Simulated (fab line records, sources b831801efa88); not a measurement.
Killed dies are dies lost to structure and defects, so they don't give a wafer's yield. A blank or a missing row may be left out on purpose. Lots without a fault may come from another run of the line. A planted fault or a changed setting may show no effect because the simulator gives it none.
Which tool did it? | flow gf180mcu | 12 lots, 36 wafers sampled, at 5 steps of a route of 602

WHAT THE GAUGES READ, wafer by wafer
GF_PASSIVATION_THK_MEAS_01.
lot  | measured     | on            | PASSIVATION_CVD_00_THK (nm)
L856 | day 27 23:46 | film_metro-04 | 975 990 992
L857 | day 28 07:32 | film_metro-01 | 965 975 998
L859 | day 28 17:11 | film_metro-01 | 979 974 995
L860 | day 29 11:11 | film_metro-01 | 984 1009 998
L864 | day 30 16:20 | film_metro-02 | 980 997 998
L866 | day 31 06:25 | film_metro-02 | 975 992 990
L867 | day 31 11:31 | film_metro-02 | 992 1013 1012
L873 | day 32 20:14 | film_metro-02 | 1104 1025 1123 1104 1024 1124
L875 | day 33 11:04 | film_metro-01 | 1103 1040 1108 1102 1040 1110
L877 | day 33 22:32 | film_metro-04 | 987 983 1012
L878 | day 34 03:40 | film_metro-02 | 986 1004 1001
L879 | day 34 04:21 | film_metro-02 | 992 976 1008

WHICH TOOL RAN EACH LOT (tool, then ch and the chambers of the sampled wafers, then the start)
lot  | GF_MIM_SPUTTER_09            | GF_M5_ETCH_09                      | GF_V5_CVD_02                    | GF_PASSIVATION_CVD_00
L856 | pvd_sputter-01, day 24 07:13 | rie_diel-02 ch 0,1,3, day 26 03:26 | pecvd-02 ch 0,1, day 26 04:14   | pecvd-03 ch 0,2, day 27 23:41
L857 | pvd_sputter-03, day 24 17:41 | rie_diel-04 ch 2,3, day 26 13:02   | pecvd-01 ch 0,2, day 26 13:52   | pecvd-02 ch 1,2, day 28 07:27
L859 | pvd_sputter-03, day 25 04:19 | rie_diel-04 ch 1,2,3, day 26 22:41 | pecvd-02 ch 0,1,2, day 26 23:28 | pecvd-02 ch 0,1,2, day 28 17:07
L860 | pvd_sputter-03, day 25 21:38 | rie_diel-04 ch 1,2, day 27 15:11   | pecvd-01 ch 0,1,2, day 27 15:59 | pecvd-02 ch 1,2, day 29 11:06
L864 | pvd_sputter-02, day 27 07:11 | rie_diel-01 ch 0,1,2, day 28 22:20 | pecvd-02 ch 0,1, day 28 23:09   | pecvd-02 ch 0,1, day 30 16:14
L866 | pvd_sputter-03, day 28 00:03 | rie_diel-01 ch 0,1,3, day 29 13:53 | pecvd-01 ch 0,1,2, day 29 14:42 | pecvd-02 ch 0,2, day 31 06:14
L867 | pvd_sputter-01, day 28 05:04 | rie_diel-04 ch 1,2,3, day 29 18:50 | pecvd-04 ch 0,1,2, day 29 19:38 | pecvd-03 ch 0,2, day 31 11:25
L873 | pvd_sputter-01, day 29 18:14 | rie_diel-01 ch 1,2, day 31 06:02   | pecvd-01 ch 0,1,2, day 31 06:49 | pecvd-02 ch 0,2, day 32 20:08
L875 | pvd_sputter-03, day 30 10:01 | rie_diel-01 ch 0,1, day 31 21:47   | pecvd-02 ch 0,1,2, day 31 22:37 | pecvd-02 ch 0,2, day 33 10:59
L877 | pvd_sputter-02, day 31 00:19 | rie_diel-04 ch 1,2, day 32 11:05   | pecvd-02 ch 1,2, day 32 12:20   | pecvd-03 ch 0,1,2, day 33 22:27
L878 | pvd_sputter-02, day 31 04:32 | rie_diel-02 ch 0,1,2, day 32 15:50 | pecvd-04 ch 0,2, day 32 17:05   | pecvd-03 ch 0,2, day 34 03:34
L879 | pvd_sputter-02, day 31 07:01 | rie_diel-01 ch 0,1, day 32 17:11   | pecvd-01 ch 0,1,2, day 32 17:58 | pecvd-03 ch 0,1, day 34 04:16
- GF_MIM_SPUTTER_09: material TiN, target thk 35 nm, time 29.2 s.
- GF_M5_ETCH_09: etches Si3N4 in CF4/O2, target depth 52 nm, time 11.6 s.
- GF_V5_CVD_02: deposits SiO2 from TEOS, target thk 1450 nm, time 163.28 s.
- GF_PASSIVATION_CVD_00: deposits SiO2 from TEOS, target thk 1000 nm, time 111.95 s.

WHAT THE TOOLS THEMSELVES READ (means of the sampled wafers that have a number; where no wafer has one, the mark that the record gives instead)
GF_MIM_SPUTTER_09.
lot  | tool           | throttle_valve_pct (%)
L856 | pvd_sputter-01 | 29.8
L857 | pvd_sputter-03 | 29.9
L859 | pvd_sputter-03 | 28.9
L860 | pvd_sputter-03 | 29.2
L864 | pvd_sputter-02 | 31.1
L866 | pvd_sputter-03 | 28.9
L867 | pvd_sputter-01 | 29.7
L873 | pvd_sputter-01 | 30.0
L875 | pvd_sputter-03 | 29.4
L877 | pvd_sputter-02 | 31.2
L878 | pvd_sputter-02 | 30.9
L879 | pvd_sputter-02 | 32.0

GF_M5_ETCH_09.
lot  | tool        | drypump_motor_current_A (A) | oes_product_au (a.u.) | throttle_valve_pct (%)
L856 | rie_diel-02 | 6.0                         | 1.014                 | 5.967
L857 | rie_diel-04 | 5.7                         | 0.990                 | 5.978
L859 | rie_diel-04 | 5.8                         | 1.005                 | 5.972
L860 | rie_diel-04 | 5.8                         | 1.007                 | 5.978
L864 | rie_diel-01 | 5.8                         | 0.998                 | 5.963
L866 | rie_diel-01 | 5.9                         | 0.984                 | 5.959
L867 | rie_diel-04 | 5.8                         | 1.000                 | 5.975
L873 | rie_diel-01 | 5.7                         | 1.005                 | 5.978
L875 | rie_diel-01 | 5.8                         | 0.996                 | 5.977
L877 | rie_diel-04 | 5.7                         | 1.007                 | 5.979
L878 | rie_diel-02 | 5.9                         | 1.008                 | 5.972
L879 | rie_diel-01 | 5.8                         | 1.008                 | 5.973

GF_V5_CVD_02.
lot  | tool     | heater_power_w (W) | run_length_s (s)
L856 | pecvd-02 | 646                | 190.9
L857 | pecvd-01 | 782                | 191.8
L859 | pecvd-02 | 647                | 190.7
L860 | pecvd-01 | 731                | 191.7
L864 | pecvd-02 | 653                | 190.5
L866 | pecvd-01 | 696                | 191.8
L867 | pecvd-04 | 602                | 191.4
L873 | pecvd-01 | 711                | 191.7
L875 | pecvd-02 | 621                | 190.7
L877 | pecvd-02 | 655                | 190.4
L878 | pecvd-04 | 594                | 191.4
L879 | pecvd-01 | 704                | 191.6

GF_PASSIVATION_CVD_00.
lot  | tool     | heater_power_w (W) | run_length_s (s)
L856 | pecvd-03 | 662                | 140.3
L857 | pecvd-02 | 673                | 139.4
L859 | pecvd-02 | 656                | 139.3
L860 | pecvd-02 | 656                | 139.4
L864 | pecvd-02 | 650                | 139.6
L866 | pecvd-02 | 579                | 139.9
L867 | pecvd-03 | 595                | 140.4
L873 | pecvd-02 | 596                | 148.5
L875 | pecvd-02 | 581                | 148.1
L877 | pecvd-03 | 609                | 140.0
L878 | pecvd-03 | 631                | 140.1
L879 | pecvd-03 | 692                | 139.8

THE ANSWER, worked out from the rows above alone
Rule: what is usual is taken from the lots themselves. Put in order of their means at a reading, lots are off if they are a third of the lots or fewer, leave a main group of 4 or more, and stand apart from it by a gap of 3 or more times the standard deviation of the main group's means; of several such gaps the widest counts. A main group whose means are all the same, to the digits that the tables above print for the reading, isn't used. A lot without any number at a reading at which 4 lots or more have one is off too. The other lots that the step has rows for count as sound. The gauges are gone through in route order, then the tools' own readings, and for those a lot's mean is taken as printed above. The first step at which some lot is off is used, and at that step the reading that is off furthest; a lot without a number counts as furthest.
Off: L873, L875, at GF_PASSIVATION_THK_MEAS_01 (PASSIVATION_CVD_00_THK). The main group: mean 991 nm, standard deviation 7.5.
A tool fits if, at a process step before that reading, it ran every lot that is off, and no sound lot after the first of them. The gauges at GF_PASSIVATION_THK_MEAS_01 aren't tried: what is off there is off at GF_PASSIVATION_CVD_00 too, on other tools, and a gauge's error can't cause that. One fits: pecvd-02 at GF_PASSIVATION_CVD_00. Its last sound lot is L866 (day 31 06:14), its first lot that is off L873 (day 32 20:08): a fault that began between those two fits.
The tool's own readings at GF_PASSIVATION_CVD_00 bear it out: on the lots that are off they differ by more than 5 times the standard deviation of the sound lots' means. run_length_s reads 148.3 s there against 139.8 s on the sound lots.

WHAT THE SIMULATOR HAD PUT IN
Process parameter drift: pecvd-02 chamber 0, from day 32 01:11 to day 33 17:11, at GF_PASSIVATION_CVD_00. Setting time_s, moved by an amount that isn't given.
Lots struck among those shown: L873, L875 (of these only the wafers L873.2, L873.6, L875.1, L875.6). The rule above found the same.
